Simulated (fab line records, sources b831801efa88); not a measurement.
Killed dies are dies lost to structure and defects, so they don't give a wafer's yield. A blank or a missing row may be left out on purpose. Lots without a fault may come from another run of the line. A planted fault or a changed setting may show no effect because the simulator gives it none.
fab line records | flow sky130 | part 1 of 2: steps 1 to 30 of 41
record lots=5 wafers=15 last_day=48
route steps=708 shown POLY_GATE@235 LDD_N@237 LDD_P@255 LDD_HVN@267
lots that met no fault: from a run of the same line without faults
start_h: hours from the record's first day to the start of the lot's first wafer shown | wait_h: hours since the lot's step before | " the same as in the row above | L1.1+2: a row that stands for several wafers | - no value, or no start given | * or withheld: withheld | < > ~ a bound
route shown NAME@n: a module of which the file shows steps, and the number in the route of the first | usual: mean/standard deviation of fault-free wafers | same: alike in all rows | chamber/n: place in a boat | sites: the reading at each site | _std_site: their standard deviation | _edge_site: outer sites' mean less inner sites' | radius_mm: how far each site lies from the wafer's centre | mask NAME#n: copy n | behind: the tool/chamber that last shaped the wafer | hold: why the lot was held/for how many hours/how that ended | device: the transistor (n, p or np) that didn't switch | end of line: the same wafers' tests at the end of the route | a step without rows: its recipe alone | killed: dies lost to structure and defects at the first sort, not the wafer's yield | map: a wafer's dies, x killed, . not, _ none there
set.NAME: the setting as run; set.NAME@STEP: as run at that earlier step | model.NAME: the simulator's own value behind a step, which no gauge read
lots at some steps of the route; a table a step, a row a wafer
services: from which hour (start_h, from the record's first day; less than 0 if before it) a tool's chamber was out of use, for how many hours, and why
## steps
# step SKY_POLY_GATE_THK_MEAS_21
# recipe reads=SiO2_of_POLY_GATE_OXIDATION_20
# usual POLY_GATE_OXIDATION_THK=4.00/0.088
# columns lot.wafer tool chamber start_h wait_h POLY_GATE_OXIDATION_THK[nm]
L075.1 film_metro-01 - 413.22 0.0 4.11
L075.5 " - " " 4.13
L075.6 " - " " 4.15
L076.2 film_metro-02 - 420.28 0.0 3.99
L076.3 " - " " 3.94
L076.5 " - " " 4.01
L078.1 film_metro-02 - 432.88 0.0 4.06
L078.3 " - " " 4.04
L078.4 " - " " 4.00
L084.2 film_metro-01 - 471.02 0.0 4.04
L084.4 " - " " 3.95
L084.6 " - " " 4.10
L086.1 film_metro-02 - 483.70 0.0 4.00
L086.2 " - " " 4.06
L086.6 " - " " 4.05
# step SKY_POLY_GATE_CD_MEAS_22
# usual cd_nm=149.7/2.3
# columns lot.wafer tool chamber start_h wait_h cd_nm
L075.1 cd_sem-01 - 413.28 0.1 149.6
L075.5 " - " " 150.4
L075.6 " - " " 146.6
L076.2 cd_sem-01 - 420.36 0.1 152.6
L076.3 " - " " 149.2
L076.5 " - " " 151.5
L078.1 cd_sem-02 - 432.94 0.1 152.6
L078.3 " - " " 152.3
L078.4 " - " " 151.7
L084.2 cd_sem-02 - 471.10 0.1 146.0
L084.4 " - " " 149.2
L084.6 " - " " 149.0
L086.1 cd_sem-01 - 483.76 0.1 151.6
L086.2 " - " " 147.9
L086.6 " - " " 148.6
# step SKY_LDD_N_DEHYDRATE_00
# recipe temp_c=200 time_s=60
# usual exhaust_pa=44.9/0.93 heater_power_total_W=160.38/0.12
# columns lot.wafer tool chamber start_h wait_h exhaust_pa heater_power_total_W
L075.1 litho_track-02 0 427.26 13.9 44.3 160.53
L075.5 " 0 " " 44.6 160.26
L075.6 " 0 " " 44.3 160.33
L076.2 litho_track-02 0 435.18 14.8 43.6 160.27
L076.3 " 0 " " 43.9 160.34
L076.5 " 0 " " 44.8 160.25
L078.1 litho_track-01 0 448.07 15.1 44.5 160.28
L078.3 " 0 " " 44.7 160.28
L078.4 " 0 " " 45.5 160.48
L084.2 litho_track-01 0 485.89 14.8 44.8 160.35
L084.4 " 0 " " 44.1 160.28
L084.6 " 0 " " 44.3 160.48
L086.1 litho_track-04 0 498.51 14.7 45.3 160.43
L086.2 " 0 " " 43.5 160.26
L086.6 " 0 " " 44.3 160.12
# step SKY_LDD_N_HMDS_01
# recipe prime_time_s=60 prime_temp_c=120
# usual exhaust_pa=44.9/0.95
# same prime_time_s=60
# columns lot.wafer tool chamber start_h wait_h exhaust_pa
L075.1 litho_track-02 0 427.41 0.1 45.0
L075.5 " 0 " " 45.9
L075.6 " 0 " " 44.2
L076.2 litho_track-02 0 435.33 0.1 43.9
L076.3 " 0 " " 44.0
L076.5 " 0 " " 43.6
L078.1 litho_track-01 0 448.22 0.1 45.0
L078.3 " 0 " " 44.6
L078.4 " 0 " " 44.9
L084.2 litho_track-01 0 486.04 0.1 44.1
L084.4 " 0 " " 43.6
L084.6 " 0 " " 44.3
L086.1 litho_track-04 0 498.66 0.1 45.0
L086.2 " 0 " " 45.8
L086.6 " 0 " " 44.4
# step SKY_LDD_N_COAT_02
# recipe resist=NOVOLAK spin_rpm=3000 resist_thk_nm=300
# usual exhaust_pa=44.9/0.77
# columns lot.wafer tool chamber start_h wait_h exhaust_pa
L075.1 litho_track-02 0 427.56 0.1 43.9
L075.5 " 0 " " 44.0
L075.6 " 0 " " 45.1
L076.2 litho_track-02 0 435.48 0.1 44.5
L076.3 " 0 " " 45.7
L076.5 " 0 " " 45.3
L078.1 litho_track-01 0 448.37 0.1 44.0
L078.3 " 0 " " 44.2
L078.4 " 0 " " 45.4
L084.2 litho_track-01 0 486.19 0.1 45.0
L084.4 " 0 " " 46.4
L084.6 " 0 " " 44.5
L086.1 litho_track-04 0 498.81 0.1 44.6
L086.2 " 0 " " 45.3
L086.6 " 0 " " 45.7
# step SKY_LDD_N_SOFTBAKE_03
# recipe temp_c=90 time_s=60 resist=NOVOLAK
# usual exhaust_pa=45.1/0.97 heater_power_total_W=56.59/0.044
# columns lot.wafer tool chamber start_h wait_h exhaust_pa heater_power_total_W
L075.1 litho_track-02 0 427.71 0.1 44.6 56.64
L075.5 " 0 " " 45.0 56.56
L075.6 " 0 " " 45.5 56.60
L076.2 litho_track-02 0 435.63 0.1 44.3 56.47
L076.3 " 0 " " 44.8 56.60
L076.5 " 0 " " 43.7 56.63
L078.1 litho_track-01 0 448.52 0.1 46.6 56.54
L078.3 " 0 " " 46.3 56.64
L078.4 " 0 " " 45.6 56.51
L084.2 litho_track-01 0 486.34 0.1 43.3 56.59
L084.4 " 0 " " 44.2 56.61
L084.6 " 0 " " 45.0 56.51
L086.1 litho_track-04 0 498.96 0.1 46.1 56.58
L086.2 " 0 " " 46.7 56.59
L086.6 " 0 " " 45.6 56.55
# step SKY_LDD_N_EXPOSE_04
# recipe mask_id=NTM target_cd_nm=840 na=0.6 source_shape=conventional sigma_outer=0.6 dose_mj=110
# columns lot.wafer tool chamber start_h wait_h mask
L075.1+5+6 iline_stepper-01 0 - - NTM#0
L076.2+3+5 iline_stepper-01 0 - - NTM#0
L078.1+3+4 iline_stepper-01 0 - - NTM#0
L084.2+4+6 iline_stepper-02 0 - - NTM#0
L086.1+2+6 iline_stepper-02 0 - - NTM#0
# step SKY_LDD_N_PEB_05
# recipe temp_c=withheld time_s=* resist=NOVOLAK
# usual exhaust_pa=44.9/0.93
# columns lot.wafer tool chamber start_h wait_h exhaust_pa
L075.1 litho_track-01 0 - - 45.2
L075.5 " 0 " " 43.4
L075.6 " 0 " " 43.7
L076.2 litho_track-01 0 - - 44.5
L076.3 " 0 " " 43.6
L076.5 " 0 " " 45.1
L078.1 litho_track-02 0 - - 43.8
L078.3 " 0 " " 43.5
L078.4 " 0 " " 45.1
L084.2 litho_track-02 0 - - 45.2
L084.4 " 0 " " 44.8
L084.6 " 0 " " 45.0
L086.1 litho_track-01 0 - - 45.4
L086.2 " 0 " " 45.6
L086.6 " 0 " " 45.0
# step SKY_LDD_N_DEVELOP_06
# recipe develop_time_s=60 dev_temp_c=23
# usual exhaust_pa=44.8/0.86
# columns lot.wafer tool chamber start_h wait_h exhaust_pa
L075.1 litho_track-01 0 443.72 0.1 44.3
L075.5 " 0 " " 44.9
L075.6 " 0 " " 44.1
L076.2 litho_track-01 0 450.84 0.1 44.0
L076.3 " 0 " " 44.4
L076.5 " 0 " " 44.6
L078.1 litho_track-02 0 464.01 0.1 44.1
L078.3 " 0 " " 46.6
L078.4 " 0 " " 45.5
L084.2 litho_track-02 0 502.13 0.1 44.3
L084.4 " 0 " " 46.4
L084.6 " 0 " " 45.7
L086.1 litho_track-01 0 513.92 0.1 44.3
L086.2 " 0 " " 44.7
L086.6 " 0 " " 44.5
# step SKY_LDD_N_OVL_MEAS_07
# usual LDD_N_OVL=-0.5/1.3
# columns lot.wafer tool chamber start_h wait_h LDD_N_OVL[nm]
L075.1 overlay-01 - 443.87 0.1 -1.5
L075.5 " - " " 0.2
L075.6 " - " " -2.4
L076.2 overlay-01 - 450.98 0.1 0.0
L076.3 " - " " 0.1
L076.5 " - " " 0.4
L078.1 overlay-02 - 464.16 0.1 2.6
L078.3 " - " " 3.4
L078.4 " - " " 1.5
L084.2 overlay-01 - 502.26 0.1 0.0
L084.4 " - " " -0.4
L084.6 " - " " -0.6
L086.1 overlay-01 - 514.07 0.1 -0.5
L086.2 " - " " -0.7
L086.6 " - " " -0.1
# step SKY_LDD_N_IMPLANT_08
# recipe species=As energy_kev=20 dose_cm2=7.5e+13 tilt_deg=withheld rotation_deg=23
# columns lot.wafer tool chamber start_h wait_h
L075.1+5+6 implanter-03 0 443.90 0.0
L076.2+3+5 implanter-03 0 451.03 0.0
L078.1+3+4 implanter-01 0 464.19 0.0
L084.2+4+6 implanter-04 0 502.32 0.0
L086.1+2+6 implanter-03 0 514.10 0.0
# step SKY_LDD_N_IMPLANT_09
# recipe species=As energy_kev=20 dose_cm2=7.5e+13 tilt_deg=withheld rotation_deg=113
# columns lot.wafer tool chamber start_h wait_h
L075.1+5+6 implanter-03 0 444.05 0.1
L076.2+3+5 implanter-03 0 451.18 0.1
L078.1+3+4 implanter-01 0 464.34 0.1
L084.2+4+6 implanter-04 0 502.47 0.1
L086.1+2+6 implanter-03 0 514.25 0.1
# step SKY_LDD_N_IMPLANT_10
# recipe species=As energy_kev=20 dose_cm2=7.5e+13 tilt_deg=withheld rotation_deg=203
# columns lot.wafer tool chamber start_h wait_h
L075.1+5+6 implanter-03 0 444.20 0.1
L076.2+3+5 implanter-03 0 451.33 0.1
L078.1+3+4 implanter-01 0 464.49 0.1
L084.2+4+6 implanter-04 0 502.62 0.1
L086.1+2+6 implanter-03 0 514.40 0.1
# step SKY_LDD_N_IMPLANT_11
# recipe species=As energy_kev=20 dose_cm2=7.5e+13 tilt_deg=withheld rotation_deg=293
# columns lot.wafer tool chamber start_h wait_h
L075.1+5+6 implanter-03 0 445.81 1.6
L076.2+3+5 implanter-03 0 451.48 0.1
L078.1+3+4 implanter-01 0 464.64 0.1
L084.2+4+6 implanter-04 0 502.77 0.1
L086.1+2+6 implanter-03 0 514.55 0.1
# step SKY_LDD_N_IMPLANT_12
# recipe species=BF2 energy_kev=50 dose_cm2=5e+12 tilt_deg=30 rotation_deg=0
# columns lot.wafer tool chamber start_h wait_h
L075.1+5+6 implanter-03 0 445.96 0.1
L076.2+3+5 implanter-03 0 451.63 0.1
L078.1+3+4 implanter-01 0 464.79 0.1
L084.2+4+6 implanter-04 0 502.92 0.1
L086.1+2+6 implanter-03 0 514.70 0.1
# step SKY_LDD_N_IMPLANT_13
# recipe species=BF2 energy_kev=50 dose_cm2=5e+12 tilt_deg=30 rotation_deg=90
# columns lot.wafer tool chamber start_h wait_h
L075.1+5+6 implanter-03 0 446.11 0.1
L076.2+3+5 implanter-03 0 451.78 0.1
L078.1+3+4 implanter-01 0 464.94 0.1
L084.2+4+6 implanter-04 0 503.07 0.1
L086.1+2+6 implanter-03 0 514.85 0.1
# step SKY_LDD_N_IMPLANT_14
# recipe species=BF2 energy_kev=50 dose_cm2=5e+12 tilt_deg=30 rotation_deg=180
# columns lot.wafer tool chamber start_h wait_h
L075.1+5+6 implanter-03 0 446.26 0.1
L076.2+3+5 implanter-03 0 451.93 0.1
L078.1+3+4 implanter-01 0 465.09 0.1
L084.2+4+6 implanter-04 0 503.22 0.1
L086.1+2+6 implanter-03 0 515.00 0.1
# step SKY_LDD_N_IMPLANT_15
# recipe species=BF2 energy_kev=50 dose_cm2=5e+12 tilt_deg=30 rotation_deg=270
# columns lot.wafer tool chamber start_h wait_h
L075.1+5+6 implanter-03 0 446.41 0.1
L076.2+3+5 implanter-03 0 452.08 0.1
L078.1+3+4 implanter-01 0 465.24 0.1
L084.2+4+6 implanter-04 0 503.37 0.1
L086.1+2+6 implanter-03 0 515.15 0.1
# step SKY_LDD_N_STRIP_16
# recipe chemistry=O2/N2 power_w=1400 pressure_mtorr=1500 platen_temp_c=withheld o2_flow_sccm=3000 n2_flow_sccm=300 overash_fraction=0.5
# usual drypump_motor_current_A=5.9/0.59 oes_product_au=0.407/0.0046 strip_time_to_endpoint_s=4.312/0.014
# columns lot.wafer tool chamber start_h wait_h drypump_motor_current_A oes_product_au rf_hours_counter_h strip_time_to_endpoint_s
L075.1 plasma_asher-03 0 446.56 0.1 6.2 0.410 76 4.349
L075.5 " 1 " " 5.6 0.409 - 4.316
L075.6 " 0 " " 6.2 0.409 - 4.314
L076.2 plasma_asher-02 0 452.21 0.1 6.7 0.408 34 4.328
L076.3 " 0 " " 6.7 0.399 - 4.315
L076.5 " 0 " " 6.7 0.406 - 4.313
L078.1 plasma_asher-01 0 465.39 0.1 5.8 0.409 3 4.304
L078.3 " 1 " " 4.9 0.408 - 4.301
L078.4 " 0 " " 5.8 0.399 - 4.307
L084.2 plasma_asher-02 0 503.49 0.1 6.7 0.412 39 4.314
L084.4 " 1 " " 5.7 0.406 - 4.307
L084.6 " 1 " " 5.7 0.402 - 4.318
L086.1 plasma_asher-02 1 515.30 0.1 5.7 0.404 40 4.292
L086.2 " 0 " " 6.7 0.414 40 4.282
L086.6 " 1 " " 5.7 0.405 - 4.286
# step SKY_LDD_N_TW_MEAS_17
# usual LDD_N_TW=2547/21
# columns lot.wafer tool chamber start_h wait_h LDD_N_TW
L075.1 film_metro-03 - 446.66 0.1 2568
L075.5 " - " " 2559
L075.6 " - " " 2562
L076.2 film_metro-03 - 452.32 0.1 2539
L076.3 " - " " 2550
L076.5 " - " " 2553
L078.1 film_metro-03 - 465.49 0.1 2563
L078.3 " - " " 2569
L078.4 " - " " 2549
L084.2 film_metro-04 - 503.60 0.1 2511
L084.4 " - " " 2507
L084.6 " - " " 2506
L086.1 film_metro-03 - 515.40 0.1 2570
L086.2 " - " " 2565
L086.6 " - " " 2582
# step SKY_LDD_P_DEHYDRATE_00
# recipe temp_c=200 time_s=60
# usual exhaust_pa=45.1/0.82 heater_power_total_W=160.37/0.12
# columns lot.wafer tool chamber start_h wait_h exhaust_pa heater_power_total_W
L075.1 litho_track-03 0 461.29 14.6 44.5 160.40
L075.5 " 0 " " 46.4 160.42
L075.6 " 0 " " 46.6 160.35
L076.2 litho_track-03 0 467.72 15.4 45.6 160.45
L076.3 " 0 " " 45.2 160.27
L076.5 " 0 " " 44.9 160.48
L078.1 litho_track-03 0 480.49 15.0 44.2 160.30
L078.3 " 0 " " 44.4 160.46
L078.4 " 0 " " 44.7 160.39
L084.2 litho_track-02 0 518.13 14.5 46.0 160.49
L084.4 " 0 " " 45.1 160.29
L084.6 " 0 " " 45.0 160.31
L086.1 litho_track-02 0 529.91 14.5 46.1 160.43
L086.2 " 0 " " 45.3 160.28
L086.6 " 0 " " 44.9 160.38
# step SKY_LDD_P_HMDS_01
# recipe prime_time_s=60 prime_temp_c=120
# usual exhaust_pa=44.8/0.92
# same prime_time_s=60
# columns lot.wafer tool chamber start_h wait_h exhaust_pa
L075.1 litho_track-03 0 461.44 0.1 44.3
L075.5 " 0 " " 43.1
L075.6 " 0 " " 44.2
L076.2 litho_track-03 0 467.87 0.1 45.1
L076.3 " 0 " " 44.5
L076.5 " 0 " " 44.9
L078.1 litho_track-03 0 480.64 0.1 45.2
L078.3 " 0 " " 44.7
L078.4 " 0 " " 46.8
L084.2 litho_track-02 0 518.28 0.1 46.8
L084.4 " 0 " " 46.3
L084.6 " 0 " " 45.3
L086.1 litho_track-02 0 530.06 0.1 44.7
L086.2 " 0 " " 46.0
L086.6 " 0 " " 46.6
# step SKY_LDD_P_COAT_02
# recipe resist=NOVOLAK spin_rpm=3000 resist_thk_nm=1140
# usual exhaust_pa=44.9/1
# columns lot.wafer tool chamber start_h wait_h exhaust_pa
L075.1 litho_track-03 0 461.59 0.1 45.0
L075.5 " 0 " " 44.3
L075.6 " 0 " " 44.6
L076.2 litho_track-03 0 468.02 0.1 46.9
L076.3 " 0 " " 46.8
L076.5 " 0 " " 45.6
L078.1 litho_track-03 0 480.79 0.1 45.7
L078.3 " 0 " " 45.4
L078.4 " 0 " " 45.9
L084.2 litho_track-02 0 518.43 0.1 46.6
L084.4 " 0 " " 45.7
L084.6 " 0 " " 45.7
L086.1 litho_track-02 0 530.21 0.1 44.8
L086.2 " 0 " " 44.3
L086.6 " 0 " " 45.1
# step SKY_LDD_P_SOFTBAKE_03
# recipe temp_c=90 time_s=60 resist=NOVOLAK
# usual exhaust_pa=45.0/0.9 heater_power_total_W=56.59/0.049
# columns lot.wafer tool chamber start_h wait_h exhaust_pa heater_power_total_W
L075.1 litho_track-03 0 461.74 0.1 44.9 56.63
L075.5 " 0 " " 44.5 56.55
L075.6 " 0 " " 44.3 56.49
L076.2 litho_track-03 0 468.17 0.1 46.4 56.61
L076.3 " 0 " " 44.9 56.63
L076.5 " 0 " " 45.3 56.59
L078.1 litho_track-03 0 480.94 0.1 43.8 56.59
L078.3 " 0 " " 45.7 56.49
L078.4 " 0 " " 46.2 56.54
L084.2 litho_track-02 0 518.58 0.1 44.1 56.59
L084.4 " 0 " " 44.0 56.54
L084.6 " 0 " " 45.6 56.57
L086.1 litho_track-02 0 530.36 0.1 45.3 56.56
L086.2 " 0 " " 46.4 56.65
L086.6 " 0 " " 44.3 56.67
# step SKY_LDD_P_EXPOSE_04
# recipe mask_id=PSDM na=0.6 source_shape=conventional sigma_outer=0.6 polarization=unpolarized target_cd_nm=380 dose_mj=138
# columns lot.wafer tool chamber start_h wait_h mask
L075.1+5+6 iline_stepper-01 0 - - PSDM#0
L076.2+3+5 iline_stepper-01 0 - - PSDM#0
L078.1+3+4 iline_stepper-01 0 - - PSDM#0
L084.2+4+6 iline_stepper-02 0 - - PSDM#0
L086.1+2+6 iline_stepper-02 0 - - PSDM#0
# step SKY_LDD_P_PEB_05
# recipe temp_c=withheld time_s=* resist=NOVOLAK
# usual exhaust_pa=44.9/0.82
# columns lot.wafer tool chamber start_h wait_h exhaust_pa
L075.1 litho_track-03 0 - - 44.5
L075.5 " 0 " " 47.2
L075.6 " 0 " " 45.9
L076.2 litho_track-01 0 - - 45.4
L076.3 " 0 " " 45.0
L076.5 " 0 " " 44.5
L078.1 litho_track-01 0 - - 44.5
L078.3 " 0 " " 43.9
L078.4 " 0 " " 44.0
L084.2 litho_track-03 0 - - 44.9
L084.4 " 0 " " 45.9
L084.6 " 0 " " 45.3
L086.1 litho_track-02 0 - - 43.9
L086.2 " 0 " " 45.7
L086.6 " 0 " " 45.5
# step SKY_LDD_P_DEVELOP_06
# recipe resist=NOVOLAK developer=TMAH develop_time_s=60 dev_temp_c=23
# usual exhaust_pa=45.1/1.1
# columns lot.wafer tool chamber start_h wait_h exhaust_pa
L075.1 litho_track-03 0 477.04 0.1 43.4
L075.5 " 0 " " 42.9
L075.6 " 0 " " 44.0
L076.2 litho_track-01 0 483.19 0.1 45.4
L076.3 " 0 " " 45.7
L076.5 " 0 " " 45.2
L078.1 litho_track-01 0 495.87 0.1 45.0
L078.3 " 0 " " 46.3
L078.4 " 0 " " 45.3
L084.2 litho_track-03 0 533.72 0.1 43.9
L084.4 " 0 " " 44.2
L084.6 " 0 " " 45.2
L086.1 litho_track-02 0 545.56 0.1 46.2
L086.2 " 0 " " 46.5
L086.6 " 0 " " 46.0
# step SKY_LDD_P_CD_MEAS_07
# recipe target_cd_nm=380
# usual cd_nm=380.3/2.4
# columns lot.wafer tool chamber start_h wait_h cd_nm
L075.1 cd_sem-02 - 477.19 0.1 384.2
L075.5 " - " " 384.6
L075.6 " - " " 383.8
L076.2 cd_sem-02 - 483.34 0.1 382.0
L076.3 " - " " 379.6
L076.5 " - " " 379.3
L078.1 cd_sem-02 - 496.02 0.1 381.9
L078.3 " - " " 382.9
L078.4 " - " " 382.8
L084.2 cd_sem-02 - 533.86 0.1 378.3
L084.4 " - " " 379.3
L084.6 " - " " 379.4
L086.1 cd_sem-02 - 545.71 0.1 384.1
L086.2 " - " " 381.4
L086.6 " - " " 382.4
# step SKY_LDD_P_OVL_MEAS_08
# usual LDD_P_OVL=-0.4/1.7
# columns lot.wafer tool chamber start_h wait_h LDD_P_OVL[nm]
L075.1 overlay-01 - 477.31 0.1 -3.6
L075.5 " - " " -4.4
L075.6 " - " " -5.2
L076.2 overlay-02 - 483.44 0.1 -0.6
L076.3 " - " " -2.7
L076.5 " - " " -1.2
L078.1 overlay-02 - 496.14 0.1 -1.7
L078.3 " - " " -1.5
L078.4 " - " " -1.0
L084.2 overlay-01 - 533.97 0.1 -1.0
L084.4 " - " " 0.6
L084.6 " - " " 1.3
L086.1 overlay-01 - 545.83 0.1 1.3
L086.2 " - " " -0.4
L086.6 " - " " 0.9
# step SKY_LDD_P_IMPLANT_09
# recipe species=BF2 energy_kev=25 dose_cm2=1e+13 tilt_deg=withheld
# columns lot.wafer tool chamber start_h wait_h
L075.1+5+6 implanter-02 0 477.35 0.0
L076.2+3+5 implanter-03 0 483.50 0.0
L078.1+3+4 implanter-03 0 496.17 0.0
L084.2+4+6 implanter-03 0 534.02 0.0
L086.1+2+6 implanter-03 0 545.86 0.0
